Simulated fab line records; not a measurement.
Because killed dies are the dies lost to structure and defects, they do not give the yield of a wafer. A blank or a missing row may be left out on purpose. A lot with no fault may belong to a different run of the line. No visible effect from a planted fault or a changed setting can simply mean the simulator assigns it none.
Matching of chambers | flow gf180mcu | 4 sister chambers for GF_CONTACT_CMP_27 on cmp-01
The step polishes, stops on SiO2, t overpolish 15 s, target thk 0 nm. 4 wafers are shown with their chamber, then 7 later ones without.

## WAFERS PAIRED WITH THEIR CHAMBERS
wafer  | chamber | motor current A (A)
L942.3 | 2       | 11.2
L959.6 | 3       | 11.8
L961.1 | 0       | 11.4
L961.3 | 1       | 11.1

## WAFERS MISSING THEIR CHAMBER
wafer  | motor current A (A)
L961.5 | 11.5
L960.1 | 11.8
L960.3 | 11.8
L960.5 | 11.1
L963.2 | 11.3
L963.3 | 11.9
L963.5 | 10.6

## THE CHAMBER EACH PASSED THROUGH
wafer  | from the rows above               | in truth
L961.5 | can't be placed: 0 or 2 or 3 or 1 | 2
L960.1 | 3                                 | 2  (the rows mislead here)
L960.3 | 3                                 | 3
L960.5 | can't be placed: 1 or 2 or 0      | 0
L963.2 | can't be placed: 0 or 2 or 1      | 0
L963.3 | 3                                 | 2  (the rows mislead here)
L963.5 | can't be placed: 1 or 2 or 0      | 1
1 of 7 placed correctly. Not placeable from these rows: 4 (in 4, the candidates include the true chamber). 2 placed wrongly.
How it was worked out, from the rows above alone: a wafer's distance from a chamber is the root of the sum, over the readings, of the square of ((its reading less the chamber's mean) divided by the reading's scatter). The wafer belongs to the nearest chamber; if the next one is less than 2 further off, it can't be placed. Each chamber's mean is taken over the wafers shown for it. The scatter (one wafer shown for each chamber): square how far every hidden wafer sits from the nearest shown wafer, average those squares and take the square root.
